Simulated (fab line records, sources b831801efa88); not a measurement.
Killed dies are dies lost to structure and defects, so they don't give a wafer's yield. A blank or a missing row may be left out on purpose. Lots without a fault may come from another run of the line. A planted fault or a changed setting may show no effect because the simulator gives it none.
Which tool did it? | flow gf180mcu | 7 lots, 21 wafers sampled, at 2 steps of a route of 602

WHAT THE GAUGES READ, wafer by wafer
GF_HV_LDD_OVL_MEAS_47.
lot  | measured     | on         | HV_LDD_03_OVL (nm)
L900 | day 12 19:21 | overlay-02 | -2.4 -2.4 -1.2
L903 | day 14 01:31 | overlay-01 | 0.8 0.6 1.8
L907 | day 14 20:04 | overlay-01 | 0.6 0.0 1.1
L909 | day 15 18:41 | overlay-02 | 1.3 -1.5 -0.8
L916 | day 18 05:20 | overlay-02 | -108.1 -107.0 -107.7 -108.0 -106.9 -107.7
L920 | day 19 07:40 | overlay-02 | -1.7 -3.5 -2.9
L922 | day 20 10:49 | overlay-01 | 0.6 0.8 2.4

WHICH TOOL RAN EACH LOT (tool, then ch and the chambers of the sampled wafers, then the start)
lot  | GF_HV_LDD_EXPOSE_43
L900 | iline_stepper-02 ch 0, day 12 09:57
L903 | iline_stepper-01 ch 0, day 13 15:48
L907 | iline_stepper-01 ch 0, day 14 09:51
L909 | iline_stepper-01 ch 0, day 15 08:25
L916 | iline_stepper-01 ch 0, day 17 18:03
L920 | iline_stepper-02 ch 0, day 18 19:26
L922 | iline_stepper-02 ch 0, day 19 23:14
- GF_HV_LDD_EXPOSE_43: exposes mask Pplus HV AREA, target cd 400 nm.

THE ANSWER, worked out from the rows above alone
Rule: what is usual is taken from the lots themselves. Put in order of their means at a reading, lots are off if they are a third of the lots or fewer, leave a main group of 4 or more, and stand apart from it by a gap of 3 or more times the standard deviation of the main group's means; of several such gaps the widest counts. A main group whose means are all the same, to the digits that the tables above print for the reading, isn't used. A lot without any number at a reading at which 4 lots or more have one is off too. The other lots that the step has rows for count as sound.
Off: L916, at GF_HV_LDD_OVL_MEAS_47 (HV_LDD_03_OVL). The main group: mean -0.4 nm, standard deviation 1.5.
A tool fits if, at a process step before that reading, it ran every lot that is off, and no sound lot after the first of them. The gauges at GF_HV_LDD_OVL_MEAS_47 are tried like those tools. One fits: iline_stepper-01 at GF_HV_LDD_EXPOSE_43. Its last sound lot is L909 (day 15 08:25), its first lot that is off L916 (day 17 18:03): a fault that began between those two fits.

WHAT THE SIMULATOR HAD PUT IN
Scanner matching overlay: iline_stepper-01, from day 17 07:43 on, at GF_HV_LDD_EXPOSE_43. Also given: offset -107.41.
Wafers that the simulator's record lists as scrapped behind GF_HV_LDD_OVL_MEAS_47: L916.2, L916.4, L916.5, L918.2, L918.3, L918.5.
Lots struck among those shown: L916. The rule above found the same.
